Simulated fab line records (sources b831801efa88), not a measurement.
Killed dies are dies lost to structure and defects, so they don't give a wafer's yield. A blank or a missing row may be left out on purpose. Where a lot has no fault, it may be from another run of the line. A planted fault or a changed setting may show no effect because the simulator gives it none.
fab line records	flow sky130
record lots=11	wafers=33	last_day=50
route steps=708 shown VIA3@576 METAL4@599 CAP2M@603 PAD_OPEN@708
lots that met no fault: from a run of the same line without faults
start_h: hours from the record's opening day to when the first of the lot's shown wafers began	wait_h: time in hours since the lot's previous step	" as in the row above	L1.1+2: a single row standing in for several wafers	- no value, or no start was given	* or withheld: withheld	< > ~ a bound
route shown NAME@n: NAME is a module with steps in the file, n the number in the route of the first one	usual: mean and standard deviation over wafers with no fault	same: alike in all rows	chamber/n: place in a boat	sites: each site's reading	_std_site: standard deviation of those values	_edge_site: inner sites' mean taken away from outer sites' mean	radius_mm: how far each site lies from the wafer's centre	mask NAME#n: copy n	behind: the tool/chamber that last shaped the wafer	hold: what put the lot on hold/how long, in hours/how the hold closed	device: which transistor (n, p or np) failed to switch	end of line: the route-end tests of the same wafers	step lacking rows: just its recipe	killed: dies that structure and defects cost at the first sort, which is not the same as the wafer's yield	map: the dies of a wafer, with x for killed, . for not killed, _ for no die there
set.NAME: the run value of the setting; set.NAME@STEP: its run value at that earlier step	model.NAME: the simulator's own value behind a step, which no gauge read
steps of the route over a sample of lots; a table a step, a row a wafer
services: from which hour (start_h, from the record's first day; less than 0 if before it) a tool's chamber was out of use, for how many hours, and why
## steps
# step SKY_VIA3_BOW_MEAS_03
# recipe mode=bow
# usual VIA3_BOW=79/8.1
lot.wafer	tool	chamber	start_h	wait_h	VIA3_BOW[um]
L951.1	film_metro-02	-	919.45	0.2	71
L951.3	"	-	"	"	82
L951.5	"	-	"	"	70
L952.2	film_metro-01	-	941.66	0.2	82
L952.4	"	-	"	"	81
L952.5	"	-	"	"	85
L953.1	film_metro-04	-	942.99	0.1	86
L953.4	"	-	"	"	93
L953.6	"	-	"	"	87
L956.3	film_metro-01	-	960.56	0.3	85
L956.5	"	-	"	"	67
L956.6	"	-	"	"	84
L961.1	film_metro-04	-	989.06	0.1	69
L961.3	"	-	"	"	87
L961.6	"	-	"	"	78
L963.1	film_metro-04	-	991.51	0.1	77
L963.2	"	-	"	"	81
L963.4	"	-	"	"	87
L965.1	film_metro-02	-	1026.17	0.1	77
L965.2	"	-	"	"	74
L965.4	"	-	"	"	78
L967.3	film_metro-02	-	1026.51	0.3	77
L967.5	"	-	"	"	76
L967.6	"	-	"	"	92
L970.2	film_metro-02	-	1045.78	0.2	85
L970.3	"	-	"	"	77
L970.4	"	-	"	"	83
L972.1	film_metro-01	-	1055.42	0.2	83
L972.5	"	-	"	"	98
L972.6	"	-	"	"	82
L973.2	film_metro-02	-	1058.40	0.1	79
L973.5	"	-	"	"	79
L973.6	"	-	"	"	92
# step SKY_VIA3_RS_MEAS_22
# recipe thk_meas_gauge=four-point-probe	reads=W_of_VIA3_CVD_21+TiN_of_VIA3_SPUTTER_20
# usual VIA3_W_RS=0.290/0.0036
lot.wafer	tool	chamber	start_h	wait_h	VIA3_W_RS[ohm/sq]
L951.1	film_metro-01	-	945.17	0.1	0.282
L951.3	"	-	"	"	0.283
L951.5	"	-	"	"	0.289
L952.2	film_metro-02	-	966.62	0.1	0.289
L952.4	"	-	"	"	0.286
L952.5	"	-	"	"	0.293
L953.1	film_metro-01	-	968.45	0.1	0.288
L953.4	"	-	"	"	0.294
L953.6	"	-	"	"	0.287
L956.3	film_metro-01	-	985.70	0.1	0.294
L956.5	"	-	"	"	0.294
L956.6	"	-	"	"	0.294
L961.1	film_metro-02	-	1013.06	0.1	0.284
L961.3	"	-	"	"	0.287
L961.6	"	-	"	"	0.290
L963.1	film_metro-01	-	1015.26	0.1	0.289
L963.2	"	-	"	"	0.288
L963.4	"	-	"	"	0.291
L965.1	film_metro-04	-	1049.41	0.1	0.292
L965.2	"	-	"	"	0.294
L965.4	"	-	"	"	0.293
L967.3	film_metro-01	-	1050.14	0.1	0.292
L967.5	"	-	"	"	0.293
L967.6	"	-	"	"	0.292
L970.2	film_metro-01	-	1067.57	0.1	0.291
L970.3	"	-	"	"	0.293
L970.4	"	-	"	"	0.295
L972.1	film_metro-04	-	1078.00	0.1	0.287
L972.5	"	-	"	"	0.288
L972.6	"	-	"	"	0.289
L973.2	film_metro-02	-	1080.63	0.2	0.284
L973.5	"	-	"	"	0.284
L973.6	"	-	"	"	0.284
# step SKY_METAL4_SPUTTER_01
# recipe material=TiN	target_thk_nm=20	power_w=6500	time_s=16.7	chamber_pressure_pa=0.4
# usual throttle_valve_pct=30.1/1.2
lot.wafer	tool	chamber	start_h	wait_h	throttle_valve_pct
L951.1	pvd_sputter-04	-	945.67	0.0	30.6
L951.3	"	-	"	"	30.1
L951.5	"	-	"	"	29.0
L952.2	pvd_sputter-03	-	967.12	0.0	31.3
L952.4	"	-	"	"	31.8
L952.5	"	-	"	"	30.4
L953.1	pvd_sputter-02	-	968.99	0.0	29.8
L953.4	"	-	"	"	29.3
L953.6	"	-	"	"	28.3
L956.3	pvd_sputter-04	-	986.16	0.0	30.8
L956.5	"	-	"	"	31.2
L956.6	"	-	"	"	30.1
L961.1	pvd_sputter-03	-	1013.56	0.0	31.8
L961.3	"	-	"	"	31.4
L961.6	"	-	"	"	30.2
L963.1	pvd_sputter-03	-	1015.76	0.0	30.5
L963.2	"	-	"	"	31.3
L963.4	"	-	"	"	30.4
L965.1	pvd_sputter-02	-	1049.91	0.0	29.3
L965.2	"	-	"	"	32.0
L965.4	"	-	"	"	28.2
L967.3	pvd_sputter-02	-	1050.60	0.0	29.0
L967.5	"	-	"	"	29.2
L967.6	"	-	"	"	31.5
L970.2	pvd_sputter-02	-	1068.05	0.0	29.3
L970.3	"	-	"	"	29.4
L970.4	"	-	"	"	29.4
L972.1	pvd_sputter-02	-	1078.51	0.0	28.3
L972.5	"	-	"	"	28.1
L972.6	"	-	"	"	29.2
L973.2	pvd_sputter-03	-	1081.11	0.0	30.5
L973.5	"	-	"	"	30.4
L973.6	"	-	"	"	31.8
# step SKY_CAP2M_CVD_00
# recipe material=SiO2	target_thk_nm=15.5	temp_c=400	time_s=withheld	rf_w=450
# usual heater_power_w=738/73	susceptor_temp_C=400.00/0.19
lot.wafer	tool	chamber	start_h	wait_h	heater_power_w	susceptor_temp_C
L951.1	pecvd-01	0	945.80	0.0	869	400.16
L951.3	"	2	"	"	768	399.97
L951.5	"	0	"	"	863	399.76
L952.2	pecvd-01	0	967.25	0.0	876	400.21
L952.4	"	2	"	"	699	400.01
L952.5	"	0	"	"	852	399.86
L953.1	pecvd-02	2	969.12	0.0	758	399.70
L953.4	"	2	"	"	759	400.02
L953.6	"	0	"	"	734	400.00
L956.3	pecvd-02	1	986.29	0.0	744	400.09
L956.5	"	0	"	"	774	399.87
L956.6	"	1	"	"	757	399.86
L961.1	pecvd-02	1	1013.70	0.0	635	399.93
L961.3	"	2	"	"	727	400.11
L961.6	"	0	"	"	764	399.55
L963.1	pecvd-02	2	1015.90	0.0	747	399.85
L963.2	"	0	"	"	753	400.13
L963.4	"	1	"	"	710	399.84
L965.1	pecvd-01	2	1050.04	0.0	651	399.95
L965.2	"	1	"	"	869	400.21
L965.4	"	1	"	"	877	399.95
L967.3	pecvd-04	2	1050.75	0.0	652	399.61
L967.5	"	2	"	"	661	399.89
L967.6	"	1	"	"	781	399.77
L970.2	pecvd-01	0	1068.18	0.0	800	400.05
L970.3	"	2	"	"	766	400.42
L970.4	"	0	"	"	795	400.29
L972.1	pecvd-02	0	1078.64	0.0	679	400.08
L972.5	"	0	"	"	687	400.11
L972.6	"	2	"	"	826	400.14
L973.2	pecvd-04	0	1081.24	0.0	603	399.97
L973.5	"	1	"	"	791	399.96
L973.6	"	0	"	"	600	399.97
# step SKY_CAP2M_THK_MEAS_01
# recipe reads=SiO2_of_CAP2M_CVD_00
# usual CAP2M_CVD_00_THK=15.40/0.21
lot.wafer	tool	chamber	start_h	wait_h	CAP2M_CVD_00_THK[nm]
L951.1	film_metro-01	-	945.82	-	15.07
L951.3	"	-	"	"	15.22
L951.5	"	-	"	"	15.46
L952.2	film_metro-01	-	967.28	-	15.22
L952.4	"	-	"	"	15.50
L952.5	"	-	"	"	15.34
L953.1	film_metro-03	-	969.14	-	15.24
L953.4	"	-	"	"	15.74
L953.6	"	-	"	"	15.62
L956.3	film_metro-03	-	986.33	-	27.73
L956.5	"	-	"	"	28.05
L956.6	"	-	"	"	28.16
L961.1	film_metro-01	-	1013.72	-	27.72
L961.3	"	-	"	"	27.85
L961.6	"	-	"	"	28.26
L963.1	film_metro-01	-	1015.92	-	27.97
L963.2	"	-	"	"	27.69
L963.4	"	-	"	"	28.53
L965.1	film_metro-03	-	1050.06	-	15.24
L965.2	"	-	"	"	15.38
L965.4	"	-	"	"	15.43
L967.3	film_metro-03	-	1050.79	-	15.27
L967.5	"	-	"	"	15.06
L967.6	"	-	"	"	15.32
L970.2	film_metro-03	-	1068.21	-	15.07
L970.3	"	-	"	"	15.30
L970.4	"	-	"	"	15.67
L972.1	film_metro-04	-	1078.66	-	15.23
L972.5	"	-	"	"	15.61
L972.6	"	-	"	"	15.65
L973.2	film_metro-04	-	1081.28	-	15.25
L973.5	"	-	"	"	15.43
L973.6	"	-	"	"	15.65
# step SKY_METAL4_ETCH_17
# recipe target=SiO2	stop_on=TiN	chemistry=C4F8/O2/Ar	source_w=1500	bias_w=1214	pressure_mtorr=40	c4f8_flow_sccm=withheld	O2_flow_sccm=6	Ar_flow_sccm=300	time_s=3.9	target_depth_a=150
# usual oes_product_au=0.751/0.0071
lot.wafer	tool	chamber	start_h	wait_h	oes_product_au
L951.1	rie_diel-04	1	995.18	0.2	0.743
L951.3	"	3	"	"	0.744
L951.5	"	3	"	"	0.755
L952.2	rie_diel-04	2	1013.86	0.1	0.747
L952.4	"	2	"	"	0.748
L952.5	"	0	"	"	0.753
L953.1	rie_diel-02	3	1015.22	0.1	0.748
L953.4	"	1	"	"	0.757
L953.6	"	2	"	"	0.756
L956.3	rie_diel-04	2	1033.60	0.0	0.993
L956.5	"	1	"	"	1.001
L956.6	"	2	"	"	1.000
L961.1	rie_diel-04	1	1058.05	0.1	0.993
L961.3	"	0	"	"	0.991
L961.6	"	1	"	"	1.001
L963.1	rie_diel-03	2	1061.06	0.1	0.997
L963.2	"	1	"	"	1.006
L963.4	"	3	"	"	1.005
L965.1	rie_diel-04	0	1093.67	0.1	0.750
L965.2	"	2	"	"	0.746
L965.4	"	1	"	"	0.755
L967.3	rie_diel-03	3	1094.40	0.0	0.742
L967.5	"	3	"	"	0.735
L967.6	"	0	"	"	0.748
L970.2	rie_diel-04	3	1112.87	0.1	0.737
L970.3	"	0	"	"	0.745
L970.4	"	0	"	"	0.757
L972.1	rie_diel-04	0	1122.23	0.1	0.751
L972.5	"	3	"	"	0.761
L972.6	"	1	"	"	0.752
L973.2	rie_diel-03	0	1123.92	0.1	0.754
L973.5	"	2	"	"	0.756
L973.6	"	1	"	"	0.755
# step SKY_PAD_OPEN_PROBE_99
# usual defect_limited_yield=82.3/1.9	killed_at_M0_to_M3=44/7.3	killed_at_M4_up=3.4/1.7	killed_at_contacts=24/5.3	killed_at_front_end=15/4.1	killed_at_other=0.4/0.68	killed_dies=87/9.5	killed_on_rim=17/3.8	killed_open=48/7.1	killed_short=39/5.8
# same gross_dies=492	killed_at_back_side=0
lot.wafer	tool	chamber	start_h	wait_h	defect_limited_yield[%]	killed_at_M0_to_M3	killed_at_M4_up	killed_at_contacts	killed_at_front_end	killed_at_other	killed_dies	killed_on_rim	killed_open	killed_short
L951.1	prober-01	-	1088.90	0.1	81.9	45	2	22	20	0	89	13	48	39
L951.3	prober-01	-	1089.00	0.2	81.7	49	3	25	13	0	90	14	47	42
L951.5	prober-01	-	1089.10	0.2	81.9	47	2	28	12	0	89	21	55	32
L952.2	prober-02	-	1105.06	0.1	84.6	37	2	24	13	0	76	13	40	36
L952.4	prober-02	-	1105.16	0.2	80.3	55	5	17	20	0	97	23	55	40
L952.5	prober-02	-	1105.21	0.2	84.3	46	4	11	16	0	77	19	38	38
L953.1	prober-01	-	1107.30	0.1	80.3	42	4	30	19	2	97	16	47	49
L953.4	prober-01	-	1107.45	0.2	80.7	51	3	23	17	1	95	16	52	43
L953.6	prober-01	-	1107.55	0.2	83.1	45	4	20	13	1	83	23	43	39
L956.3	prober-01	-	1123.94	0.2	84.3	33	2	23	15	4	77	15	40	32
L956.5	prober-01	-	1124.04	0.2	82.7	51	4	16	13	1	85	18	45	38
L956.6	prober-01	-	1124.09	0.2	82.9	43	3	18	20	0	84	17	44	40
L961.1	prober-02	-	1144.34	0.1	84.1	37	4	23	13	1	78	16	39	38
L961.3	prober-02	-	1144.44	0.2	85.0	39	4	14	16	1	74	11	36	38
L961.6	prober-02	-	1144.59	0.2	82.7	46	4	19	16	0	85	14	45	38
L963.1	prober-01	-	1147.59	0.1	82.1	41	2	32	13	0	88	19	48	40
L963.2	prober-01	-	1147.64	0.1	83.1	35	6	30	12	0	83	9	37	46
L963.4	prober-01	-	1147.74	0.2	81.3	48	3	22	19	0	92	14	44	47
L965.1	prober-01	-	1175.14	0.1	80.7	46	5	27	17	0	95	15	49	44
L965.2	prober-01	-	1175.19	0.1	82.9	40	4	27	13	0	84	12	48	35
L965.4	prober-01	-	1175.29	0.2	80.7	53	3	24	15	0	95	14	52	43
L967.3	prober-02	-	1175.94	0.2	82.7	37	5	23	20	0	85	14	42	42
L967.5	prober-02	-	1176.04	0.2	81.1	47	6	28	10	2	93	27	47	46
L967.6	prober-02	-	1176.09	0.2	84.1	43	3	18	13	1	78	12	44	34
L970.2	prober-02	-	1190.44	0.1	85.4	34	5	16	17	0	72	11	35	37
L970.3	prober-02	-	1190.49	0.2	82.3	48	2	25	11	1	87	19	53	32
L970.4	prober-02	-	1190.54	0.2	83.1	38	3	33	9	0	83	14	45	36
L972.1	prober-02	-	1197.30	0.1	85.2	40	3	21	7	2	73	12	39	34
L972.5	prober-02	-	1197.50	0.2	83.9	39	3	29	7	1	79	22	35	44
L972.6	prober-02	-	1197.55	0.2	79.7	50	1	36	13	0	100	16	51	49
L973.2	prober-01	-	1198.70	0.1	85.6	37	5	21	8	0	71	15	40	31
L973.5	prober-01	-	1198.85	0.2	81.9	52	1	21	15	0	89	14	64	25
L973.6	prober-01	-	1198.90	0.2	81.7	52	3	22	13	0	90	19	54	36
# killed by level:class
L951.1 VIA1:geometric_particle:open=12 VIA3:geometric_particle:open=9 CONTACT:geometric_particle:open=8 VIA2:geometric_particle:open=8 FIELD_ISO:geometric_particle:short=7 METAL1:geometric_particle:short=7 POLY_GATE:geometric_particle:short=5 LI_CONTACT:geometric_particle:open=5
L951.3 VIA1:geometric_particle:open=10 VIA3:geometric_particle:open=9 CONTACT:geometric_particle:open=8 VIA2:geometric_particle:open=6 LI_CONTACT:geometric_particle:open=5 LOCAL_INTERCONNECT:geometric_particle:short=5 CONTACT:geometric_particle:short=5 METAL2:geometric_particle:short=5
L951.5 CONTACT:geometric_particle:open=15 VIA2:geometric_particle:open=10 VIA3:geometric_particle:open=9 VIA1:geometric_particle:open=8 LI_CONTACT:geometric_particle:open=5 METAL3:geometric_particle:short=5 CONTACT:geometric_particle:short=4 METAL2:geometric_particle:short=4
L952.2 CONTACT:geometric_particle:open=13 VIA1:geometric_particle:open=10 VIA2:geometric_particle:open=6 POLY_GATE:geometric_particle:short=5 LOCAL_INTERCONNECT:geometric_particle:short=5 VIA3:geometric_particle:open=5 CONTACT:geometric_particle:short=4 VIA1:geometric_particle:short=4
L952.4 VIA1:geometric_particle:open=19 VIA3:geometric_particle:open=9 FIELD_ISO:geometric_particle:short=7 CONTACT:geometric_particle:open=7 METAL2:geometric_particle:short=6 VIA2:geometric_particle:open=6 CONTACT:geometric_particle:short=5 LI_CONTACT:geometric_particle:open=4
L952.5 VIA1:geometric_particle:open=11 METAL3:geometric_particle:short=9 VIA1:geometric_particle:short=6 LI_CONTACT:geometric_particle:open=5 VIA2:geometric_particle:open=5 POLY_GATE:geometric_particle:open=4 POLY_GATE:geometric_particle:short=4 METAL2:geometric_particle:short=4
L953.1 CONTACT:geometric_particle:open=9 VIA1:geometric_particle:open=9 LI_CONTACT:geometric_particle:open=7 VIA2:geometric_particle:open=7 FIELD_ISO:geometric_particle:short=6 POLY_GATE:geometric_particle:open=6 METAL1:geometric_particle:short=6 LOCAL_INTERCONNECT:geometric_particle:short=6
L953.4 VIA1:geometric_particle:open=10 VIA2:geometric_particle:open=10 CONTACT:geometric_particle:open=9 FIELD_ISO:geometric_particle:short=6 VIA2:geometric_particle:short=6 METAL1:geometric_particle:short=6 VIA3:geometric_particle:open=6 FIELD_ISO:geometric_particle:open=4
L953.6 VIA1:geometric_particle:open=9 CONTACT:geometric_particle:open=8 METAL1:geometric_particle:short=7 METAL2:geometric_particle:short=6 LI_CONTACT:geometric_particle:open=5 LOCAL_INTERCONNECT:geometric_particle:short=5 METAL1:geometric_particle:open=5 VIA3:geometric_particle:open=5
L956.3 CONTACT:geometric_particle:open=12 VIA1:geometric_particle:open=9 VIA2:geometric_particle:open=7 FIELD_ISO:geometric_particle:short=4 LI_CONTACT:geometric_particle:open=4 METAL1:geometric_particle:short=4 PASSIVATION:coat_microbubble_printed=4 CONTACT:geometric_particle:short=3
L956.5 VIA1:geometric_particle:open=11 VIA1:geometric_particle:short=8 METAL1:geometric_particle:short=8 METAL2:geometric_particle:short=7 VIA2:geometric_particle:open=7 LI_CONTACT:geometric_particle:open=6 CONTACT:geometric_particle:open=6 VIA3:geometric_particle:open=6
L956.6 VIA1:geometric_particle:open=10 VIA1:geometric_particle:short=7 POLY_GATE:geometric_particle:short=6 LI_CONTACT:geometric_particle:open=6 CONTACT:geometric_particle:short=5 METAL1:geometric_particle:short=5 VIA3:geometric_particle:open=5 FIELD_ISO:geometric_particle:short=3
L961.1 METAL2:geometric_particle:short=10 CONTACT:geometric_particle:open=8 VIA3:geometric_particle:open=8 VIA1:geometric_particle:open=6 LI_CONTACT:geometric_particle:short=5 LI_CONTACT:geometric_particle:open=5 FIELD_ISO:geometric_particle:open=4 METAL1:geometric_particle:short=3
L961.3 VIA1:geometric_particle:open=9 VIA1:geometric_particle:short=6 VIA3:geometric_particle:open=6 FIELD_ISO:geometric_particle:open=5 VIA2:geometric_particle:short=5 POLY_GATE:geometric_particle:short=4 CONTACT:geometric_particle:open=4 METAL4:geometric_particle:short=4
L961.6 VIA1:geometric_particle:open=14 CONTACT:geometric_particle:open=9 METAL1:geometric_particle:short=7 VIA3:geometric_particle:open=6 VIA2:geometric_particle:open=4 METAL3:geometric_particle:short=4 FIELD_ISO:geometric_particle:short=3 POLY_GATE:geometric_particle:short=3
L963.1 LI_CONTACT:geometric_particle:open=11 VIA3:geometric_particle:open=8 LI_CONTACT:geometric_particle:short=7 CONTACT:geometric_particle:open=7 METAL1:geometric_particle:short=7 VIA1:geometric_particle:open=5 VIA3:geometric_particle:short=5 FIELD_ISO:geometric_particle:short=4
L963.2 LI_CONTACT:geometric_particle:open=9 METAL1:geometric_particle:short=7 LI_CONTACT:geometric_particle:short=6 CONTACT:geometric_particle:open=6 VIA1:geometric_particle:open=6 METAL4:geometric_particle:short=6 VIA1:geometric_particle:short=5 FIELD_ISO:geometric_particle:short=4
L963.4 VIA2:geometric_particle:open=13 METAL1:geometric_particle:short=9 VIA1:geometric_particle:open=9 FIELD_ISO:geometric_particle:short=7 CONTACT:geometric_particle:short=7 CONTACT:geometric_particle:open=6 LI_CONTACT:geometric_particle:open=5 VIA3:geometric_particle:open=5
L965.1 CONTACT:geometric_particle:open=10 LI_CONTACT:geometric_particle:open=9 VIA1:geometric_particle:open=9 METAL1:geometric_particle:short=8 VIA3:geometric_particle:open=7 VIA2:geometric_particle:open=6 LOCAL_INTERCONNECT:geometric_particle:short=5 POLY_GATE:geometric_particle:short=4
L965.2 CONTACT:geometric_particle:open=9 VIA1:geometric_particle:open=9 LI_CONTACT:geometric_particle:open=7 METAL1:geometric_particle:open=5 METAL1:geometric_particle:short=5 LI_CONTACT:geometric_particle:short=4 VIA3:geometric_particle:open=4 FIELD_ISO:geometric_particle:open=3
L965.4 VIA1:geometric_particle:open=13 VIA2:geometric_particle:open=11 POLY_GATE:geometric_particle:open=6 CONTACT:geometric_particle:open=6 LI_CONTACT:geometric_particle:open=6 VIA1:geometric_particle:short=6 LI_CONTACT:geometric_particle:short=5 METAL1:geometric_particle:short=5
L967.3 VIA1:geometric_particle:open=11 LI_CONTACT:geometric_particle:open=8 VIA2:geometric_particle:open=6 CONTACT:geometric_particle:open=5 METAL2:geometric_particle:short=5 FIELD_ISO:geometric_particle:short=4 POLY_GATE:geometric_particle:open=4 POLY_GATE:geometric_particle:short=4
L967.5 CONTACT:geometric_particle:open=10 VIA1:geometric_particle:open=9 METAL2:geometric_particle:short=9 LI_CONTACT:geometric_particle:open=8 VIA1:geometric_particle:short=8 FIELD_ISO:geometric_particle:open=6 CONTACT:geometric_particle:short=6 METAL4:geometric_particle:short=6
L967.6 VIA1:geometric_particle:open=9 METAL1:geometric_particle:short=6 VIA2:geometric_particle:open=6 VIA3:geometric_particle:open=6 LI_CONTACT:geometric_particle:open=5 CONTACT:geometric_particle:short=5 METAL2:geometric_particle:short=5 POLY_GATE:geometric_particle:short=4
L970.2 VIA1:geometric_particle:open=7 FIELD_ISO:geometric_particle:open=5 POLY_GATE:geometric_particle:short=5 METAL1:geometric_particle:short=5 VIA3:geometric_particle:open=5 LOCAL_INTERCONNECT:geometric_particle:short=4 CONTACT:geometric_particle:open=4 VIA3:geometric_particle:short=4
L970.3 CONTACT:geometric_particle:open=11 LI_CONTACT:geometric_particle:open=8 VIA1:geometric_particle:open=7 VIA1:geometric_particle:short=7 VIA3:geometric_particle:short=6 VIA2:geometric_particle:open=6 VIA3:geometric_particle:open=6 FIELD_ISO:geometric_particle:open=5
L970.4 CONTACT:geometric_particle:open=15 VIA1:geometric_particle:open=9 METAL1:geometric_particle:short=7 LI_CONTACT:geometric_particle:open=6 CONTACT:geometric_particle:short=6 VIA1:geometric_particle:short=6 VIA3:geometric_particle:open=5 FIELD_ISO:geometric_particle:open=4
L972.1 VIA1:geometric_particle:open=10 CONTACT:geometric_particle:open=9 VIA1:geometric_particle:short=6 METAL1:geometric_particle:short=5 VIA3:geometric_particle:open=5 LI_CONTACT:geometric_particle:open=4 VIA2:geometric_particle:open=4 LOCAL_INTERCONNECT:geometric_particle:short=3
L972.5 LI_CONTACT:geometric_particle:open=7 CONTACT:geometric_particle:short=6 CONTACT:geometric_particle:open=6 METAL1:geometric_particle:short=6 METAL3:geometric_particle:short=6 VIA1:geometric_particle:open=6 VIA2:geometric_particle:open=5 LI_CONTACT:geometric_particle:short=4
L972.6 CONTACT:geometric_particle:open=16 LI_CONTACT:geometric_particle:open=9 METAL2:geometric_particle:short=8 VIA1:geometric_particle:open=8 VIA3:geometric_particle:open=7 VIA1:geometric_particle:short=7 CONTACT:geometric_particle:short=6 METAL1:geometric_particle:short=6
L973.2 CONTACT:geometric_particle:short=7 VIA1:geometric_particle:open=7 LI_CONTACT:geometric_particle:open=6 METAL2:geometric_particle:short=6 VIA3:geometric_particle:open=6 CONTACT:geometric_particle:open=5 VIA2:geometric_particle:open=5 VIA2:geometric_particle:short=4
L973.5 VIA1:geometric_particle:open=16 LI_CONTACT:geometric_particle:open=11 VIA3:geometric_particle:open=11 CONTACT:geometric_particle:open=7 VIA2:geometric_particle:open=5 METAL2:geometric_particle:open=4 FIELD_ISO:geometric_particle:short=3 VIA3:geometric_particle:short=3
L973.6 VIA1:geometric_particle:open=11 CONTACT:geometric_particle:open=8 VIA3:geometric_particle:open=8 VIA2:geometric_particle:open=8 VIA1:geometric_particle:short=7 LI_CONTACT:geometric_particle:open=6 METAL2:geometric_particle:short=5 CONTACT:geometric_particle:short=4
## services
tool	chamber	start_h	hours	kind
pecvd-02	0	953.57	5.5	scheduled_down
rie_diel-03	-	955.67	0.3	repair
rie_diel-03	0	969.00	10.6	repair
pecvd-02	-	969.65	0.4	repair
rie_diel-03	-	972.73	0.4	repair
pvd_sputter-02	1	978.80	-	consumable_replace:kit
pvd_sputter-02	1	978.80	18.0	scheduled_down
pvd_sputter-02	1	978.80	18.0	vent_cycle
pvd_sputter-02	-	982.20	5.8	repair
rie_diel-04	0	992.52	13.9	repair
pvd_sputter-04	-	1008.90	15.0	repair
rie_diel-04	3	1010.11	16.0	repair
pecvd-04	-	1015.13	0.6	repair
pecvd-02	2	1030.34	5.7	repair
pecvd-04	-	1037.24	3.8	repair
rie_diel-03	-	1054.29	0.5	repair
pecvd-02	1	1056.76	4.8	repair
pvd_sputter-02	0	1063.76	-	consumable_replace:kit
pvd_sputter-02	0	1063.76	18.0	scheduled_down
pvd_sputter-02	0	1063.76	18.0	vent_cycle
pecvd-01	-	1078.51	1.4	repair
rie_diel-03	2	1084.64	11.3	repair
pecvd-04	-	1106.25	0.5	repair
rie_diel-04	2	1111.72	18.8	repair
## key
first_sign step=SKY_CAP2M_THK_MEAS_01	reading=CAP2M_CVD_00_THK	direction=up	sigmas=60	usual=15.40	struck=28.00
effect step=SKY_METAL4_ETCH_17	reading=oes_product_au	direction=up	sigmas=35	usual=0.751	struck=0.999
met_at SKY_CAP2M_CVD_00
struck_lots L956,L961,L963
not_acting_at SKY_VIA3_BOW_MEAS_03,SKY_VIA3_RS_MEAS_22,SKY_METAL4_SPUTTER_01
onset_between 969.12 986.29
fault kind=process_parameter_drift	tool=pecvd-02	chamber=-	onset_h=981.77	steps=SKY_CAP2M_CVD_00	channel=target_thk_nm	offset=12.575	shape=step	end_h=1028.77	acts_in=these_recipes_only	stated=15.5
